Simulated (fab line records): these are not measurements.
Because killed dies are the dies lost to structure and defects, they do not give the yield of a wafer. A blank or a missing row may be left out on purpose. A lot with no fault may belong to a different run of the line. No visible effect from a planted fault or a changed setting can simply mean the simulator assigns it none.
Which tool was responsible? ; flow sky130 ; 36 wafers sampled from 12 lots at 1 step of a route of 708

WHAT THE GAUGES READ, wafer by wafer
SKY_VT_ADJUST_LVTN_TW_MEAS_21.
lot;measured;on;VT_ADJUST_LVTN_2_TW
L075;day 8 01:31;filmMetro-03;189.3 188.7 188.5
L077;day 8 16:22;filmMetro-02;184.8 183.3 184.2
L079;day 9 01:26;filmMetro-02;185.2 185.5 184.2
L081;day 9 19:23;filmMetro-02;185.1 184.8 185.7
L083;day 10 03:44;filmMetro-04;191.2 191.9 192.0
L085;day 10 21:13;filmMetro-04;190.9 191.9 191.5
L087;day 11 08:26;filmMetro-02;184.1 182.8 183.9
L089;day 12 04:23;filmMetro-03;187.8 188.8 186.1
L091;day 12 12:04;filmMetro-04;190.5 191.2 191.5
L093;day 13 02:31;filmMetro-03;188.8 188.5 188.4
L095;day 13 20:13;filmMetro-02;184.9 183.8 183.8
L097;day 14 12:29;filmMetro-02;185.6 185.0 185.4

WHAT TOOL EACH LOT RAN ON (gives the tool, then ch and the chambers of the sampled wafers, and finally the start)
The record holds no process step before these readings.

THE ANSWER, worked out from the rows above alone
Rule: usual is defined by the lots themselves. Put in order of their means at a reading, lots are off if they are a third of the lots or fewer, leave a main group of 4 or more, and stand apart from it by a gap of 3 or more times the standard deviation of the main group's means; of several such gaps the widest counts. The tables above print the reading to a certain number of digits; a main group whose means all agree to those digits is not used. Also off: a lot with no number at a reading for which 4 or more lots have one. The other lots that the step has rows for count as sound.
None of the lots is off at any reading shown; this tells nothing.

WHAT THE SIMULATOR HAD INSERTED
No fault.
